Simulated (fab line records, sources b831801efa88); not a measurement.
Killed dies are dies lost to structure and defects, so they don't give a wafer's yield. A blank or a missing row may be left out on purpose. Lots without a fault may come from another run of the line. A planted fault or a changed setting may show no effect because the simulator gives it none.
Tool commonality check | flow sky130 | 11 lots, 33 wafers sampled

WHY IT WAS OPENED
At SKY_POLY_GATE_THK_MEAS_21 the reading POLY_GATE_OXIDATION_THK is flagged on 3 of 11 lots. Wafers without a fault read 4.01 nm, standard deviation 0.072.
Rule: a lot is flagged when every wafer of it that has a number lies more than 4 standard deviations from that mean, or none has a number. The other lots count as sound.

lot  | measured     | on            | POLY_GATE_OXIDATION_THK (nm), wafer by wafer | flag
L144 | day 17 09:46 | film_metro-02 | 4.10 4.02 4.17                               |
L146 | day 18 07:28 | film_metro-02 | 3.90 4.01 3.95                               |
L147 | day 18 17:49 | film_metro-04 | 4.07 4.04 4.05                               |
L148 | day 19 00:59 | film_metro-02 | 3.93 3.96 3.92                               |
L152 | day 20 12:35 | film_metro-02 | 4.09 4.08 4.15                               |
L153 | day 21 00:05 | film_metro-01 | 4.91 4.99 4.93                               | FLAGGED
L154 | day 21 10:37 | film_metro-01 | 4.91 4.97 4.97                               | FLAGGED
L155 | day 21 17:48 | film_metro-02 | 4.94 4.97 4.94                               | FLAGGED
L160 | day 23 13:01 | film_metro-01 | 3.99 4.06 4.00                               |
L161 | day 23 15:05 | film_metro-02 | 4.07 4.07 4.10                               |
L164 | day 24 17:35 | film_metro-02 | 3.88 3.93 3.99                               |
The numbers of the flagged lots are 4.95 nm on average: +0.94 nm against the usual, or +13 standard deviations.

WHICH TOOL RAN EACH LOT
The record holds 1 process step before the reading, out of a route of 708 steps. In each cell: the tool, then ch and the chambers that the sampled wafers went through, then the start.
lot  | flag    | SKY_POLY_GATE_OXIDATION_20
L144 |         | furnace-02 ch 0, day 17 08:31
L146 |         | furnace-02 ch 0, day 18 06:13
L147 |         | furnace-01 ch 0, day 18 16:34
L148 |         | furnace-02 ch 0, day 18 23:44
L152 |         | furnace-01 ch 0, day 20 11:20
L153 | FLAGGED | furnace-02 ch 0, day 20 22:50
L154 | FLAGGED | furnace-02 ch 0, day 21 09:20
L155 | FLAGGED | furnace-02 ch 0, day 21 16:32
L160 |         | furnace-01 ch 0, day 23 11:45
L161 |         | furnace-01 ch 0, day 23 13:50
L164 |         | furnace-01 ch 0, day 24 16:20
What these steps do:
- SKY_POLY_GATE_OXIDATION_20: stabilise 600 s, purge 300 s, target thk 4 nm.
- SKY_POLY_GATE_THK_MEAS_21

FLAGGED OVER TOTAL, TOOL BY TOOL (the gauges that took the reading come last)
step                       | tool          | lots run | flagged | share of the flagged lots | sound lots run after its first flagged lot
SKY_POLY_GATE_OXIDATION_20 | furnace-01    | 5        | 0       | none                      | -
SKY_POLY_GATE_OXIDATION_20 | furnace-02    | 6        | 3       | all                       | 0
SKY_POLY_GATE_THK_MEAS_21  | film_metro-01 | 3        | 2       | some                      | 1 (L160)
SKY_POLY_GATE_THK_MEAS_21  | film_metro-02 | 7        | 1       | some                      | 2 (L161,L164)
SKY_POLY_GATE_THK_MEAS_21  | film_metro-04 | 1        | 0       | none                      | -

WHAT THE TABLE ALLOWS
1 row of the table ran every flagged lot: furnace-02 at SKY_POLY_GATE_OXIDATION_20.
- furnace-02 at SKY_POLY_GATE_OXIDATION_20: 3 of its 6 lots flagged. Its last sound lot is L148 (day 18 23:44), its first flagged lot L153 (day 20 22:50): a fault that began between those two fits. Its own readings lie more than 4 standard deviations out on every wafer of the flagged lots: spike_tc_bottom_C, spike_tc_centre_C, spike_tc_lower_C, spike_tc_top_C, spike_tc_upper_C, tube_center_temp_C, tube_center_temp_C_max.
One tool is left: furnace-02 at SKY_POLY_GATE_OXIDATION_20.

WHAT THE SIMULATOR HAD PUT IN
Process parameter drift: furnace-02, from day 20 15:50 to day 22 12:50, at SKY_POLY_GATE_OXIDATION_20. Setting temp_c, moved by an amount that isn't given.
Lots struck among those shown: L153, L154, L155. The rule above found the same.
